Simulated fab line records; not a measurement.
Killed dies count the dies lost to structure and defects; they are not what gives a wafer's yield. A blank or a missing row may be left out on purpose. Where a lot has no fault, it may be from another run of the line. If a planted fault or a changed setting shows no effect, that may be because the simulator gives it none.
Chamber matching | flow sky130 | SKY_VIA4_CMP_02 on cmp-02 has 4 sister chambers
The step polishes SiO2. 8 wafers are shown with their chamber, then 8 later ones without.

== WAFERS, EACH WITH ITS CHAMBER ==
wafer  | chamber | motor current A (A)
L713.2 | 2       | 10.5
L716.2 | 0       | 11.4
L716.3 | 1       | 12.0
L716.5 | 2       | 10.3
L718.1 | 3       | 12.4
L718.3 | 0       | 10.8
L718.6 | 3       | 12.2
L721.3 | 1       | 12.4

== WAFERS MISSING THEIR CHAMBER ==
wafer  | motor current A (A)
L721.5 | 12.6
L721.6 | 10.9
L729.3 | 10.7
L729.4 | 13.0
L729.6 | 10.4
L731.2 | 10.7
L731.3 | 12.0
L731.5 | 10.1

== THE CHAMBER EACH PASSED THROUGH ==
wafer  | from the rows above     | in truth
L721.5 | can't be placed: 3 or 1 | 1
L721.6 | can't be placed: 0 or 2 | 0
L729.3 | can't be placed: 2 or 0 | 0
L729.4 | can't be placed: 3 or 1 | 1
L729.6 | 2                       | 2
L731.2 | can't be placed: 2 or 0 | 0
L731.3 | can't be placed: 1 or 3 | 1
L731.5 | 2                       | 2
2 of 8 placed correctly. Unplaceable from these rows: 6, with the true chamber sitting among the candidates in 6. Number placed wrongly: 0.
How it was worked out, from the rows above alone: a wafer's distance from a chamber is the root of the sum, over the readings, of the square of ((its reading less the chamber's mean) divided by the reading's scatter). If the next closest chamber is less than 2 further off than the closest, the wafer can't be placed; otherwise it belongs to the closest. A chamber's mean is the mean of its shown wafers. How the scatter is found: for the shown wafers, subtract from each reading the mean of its chamber, square and add these, divide the total by (wafers less chambers), then take the root.
